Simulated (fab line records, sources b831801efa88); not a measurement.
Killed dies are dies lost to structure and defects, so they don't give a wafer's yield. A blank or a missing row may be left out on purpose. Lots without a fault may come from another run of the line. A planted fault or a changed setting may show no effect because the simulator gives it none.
Which tool did it? | flow gf180mcu | 11 lots, 33 wafers sampled, at 4 steps of a route of 602

WHAT THE GAUGES READ, wafer by wafer
GF_V1_THK_MEAS_03.
lot  | measured     | on            | V1_CVD_02_THK (nm)
L869 | day 17 00:59 | film_metro-03 | 842 857 857
L870 | day 17 22:10 | film_metro-03 | 840 858 829
L873 | day 19 02:37 | film_metro-03 | 857 855 873
L877 | day 20 02:53 | film_metro-03 | 775 753 757
L879 | day 20 23:44 | film_metro-03 | 737 763 772
L884 | day 22 16:26 | film_metro-02 | 845 842 861
L887 | day 23 15:38 | film_metro-02 | 834 862 847
L888 | day 24 00:38 | film_metro-03 | 845 841 870
L889 | day 24 16:06 | film_metro-03 | 835 842 842
L890 | day 24 17:57 | film_metro-02 | 846 870 856
L892 | day 25 07:01 | film_metro-03 | 849 861 870

WHICH TOOL RAN EACH LOT (tool, then ch and the chambers of the sampled wafers, then the start)
lot  | GF_M1_SPUTTER_02             | GF_M1_METAL_ETCH_16               | GF_V1_CVD_02
L869 | pvd_sputter-04, day 16 01:43 | rie_metal-03 ch 0,1, day 17 00:07 | pecvd-04 ch 0,1, day 17 00:55
L870 | pvd_sputter-04, day 16 21:41 | rie_metal-03 ch 0,1, day 17 21:19 | pecvd-01 ch 0,1,2, day 17 22:05
L873 | pvd_sputter-04, day 18 01:21 | rie_metal-03 ch 0,1, day 19 01:46 | pecvd-02 ch 1,2, day 19 02:32
L877 | pvd_sputter-04, day 19 01:18 | rie_metal-03 ch 0,1, day 20 02:01 | pecvd-02 ch 0,1,2, day 20 02:47
L879 | pvd_sputter-04, day 19 22:16 | rie_metal-03 ch 0, day 20 22:50   | pecvd-02 ch 0,2, day 20 23:39
L884 | pvd_sputter-04, day 21 15:59 | rie_metal-03 ch 0,1, day 22 15:31 | pecvd-01 ch 0,1, day 22 16:22
L887 | pvd_sputter-02, day 22 15:27 | rie_metal-03 ch 0,1, day 23 14:46 | pecvd-04 ch 0,1,2, day 23 15:34
L888 | pvd_sputter-01, day 23 00:47 | rie_metal-01 ch 0,1, day 23 23:46 | pecvd-02 ch 1,2, day 24 00:33
L889 | pvd_sputter-04, day 23 16:59 | rie_metal-03 ch 0,1, day 24 15:15 | pecvd-04 ch 0,2, day 24 16:02
L890 | pvd_sputter-01, day 23 18:05 | rie_metal-01 ch 0, day 24 17:07   | pecvd-02 ch 0,1,2, day 24 17:53
L892 | pvd_sputter-04, day 24 08:21 | rie_metal-03 ch 0,1, day 25 06:09 | pecvd-01 ch 0,1,2, day 25 06:56
- GF_M1_SPUTTER_02: material AlCu, target thk 450 nm, time 23.9 s.
- GF_M1_METAL_ETCH_16: etches the open film in Cl2/BCl3, stops on SiO2, target depth 627.5 nm, time 104.6 s.
- GF_V1_CVD_02: deposits SiO2 from TEOS, target thk 850 nm, time 94.851 s.

THE ANSWER, worked out from the rows above alone
Rule: what is usual is taken from the lots themselves. Put in order of their means at a reading, lots are off if they are a third of the lots or fewer, leave a main group of 4 or more, and stand apart from it by a gap of 3 or more times the standard deviation of the main group's means; of several such gaps the widest counts. A main group whose means are all the same, to the digits that the tables above print for the reading, isn't used. A lot without any number at a reading at which 4 lots or more have one is off too. The other lots that the step has rows for count as sound.
Off: L877, L879, at GF_V1_THK_MEAS_03 (V1_CVD_02_THK). The main group: mean 851 nm, standard deviation 7.1.
A tool fits if, at a process step before that reading, it ran every lot that is off, and no sound lot after the first of them. The gauges at GF_V1_THK_MEAS_03 are tried like those tools. None of those tried fits.

WHAT THE SIMULATOR HAD PUT IN
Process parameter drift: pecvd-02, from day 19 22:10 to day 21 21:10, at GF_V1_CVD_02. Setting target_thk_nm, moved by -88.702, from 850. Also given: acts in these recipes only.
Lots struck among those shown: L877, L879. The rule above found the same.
